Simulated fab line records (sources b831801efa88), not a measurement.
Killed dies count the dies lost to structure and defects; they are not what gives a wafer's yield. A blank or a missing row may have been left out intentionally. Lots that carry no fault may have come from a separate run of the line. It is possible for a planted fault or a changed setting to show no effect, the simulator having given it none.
Chamber matching    flow sky130    SKY_VIA3_CMP_02 on cmp-01 has 4 sister chambers
The step polishes SiO2. 4 wafers are shown with their chamber, then 7 later ones without.

== WAFERS WITH THEIR CHAMBER ==
wafer   chamber  motorCurrentA (A)
L410.5  2        9.4
L411.4  0        10.6
L416.1  3        13.5
L416.3  1        12.3

== WAFERS WITHOUT THEIR CHAMBER ==
wafer   motorCurrentA (A)
L416.5  10.9
L424.2  13.3
L424.4  10.7
L424.5  11.8
L428.2  10.6
L428.3  10.7
L428.6  12.6

== WHICH CHAMBER EACH ONE RAN IN ==
wafer    from the rows above   in truth
L416.5   0                     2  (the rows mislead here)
L424.2   3                     3
L424.4   0                     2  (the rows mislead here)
L424.5   1                     1
L428.2   0                     0
L428.3   0                     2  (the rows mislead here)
L428.6   1                     1
Correctly placed: 4 of 7. Can't be placed from these rows: 0. Placed wrongly: 3.
How it was worked out, from the rows above alone: a wafer's distance from a chamber is the root of the sum, over the readings, of the square of ((its reading less the chamber's mean) divided by the reading's scatter). If the next closest chamber is less than 2 further off than the closest, the wafer can't be placed; otherwise it belongs to the closest. For every chamber, the mean is computed from those of its wafers that are shown. The scatter: with one shown wafer a chamber, the root of the mean of the squares of how far each hidden wafer lies from its nearest shown one.
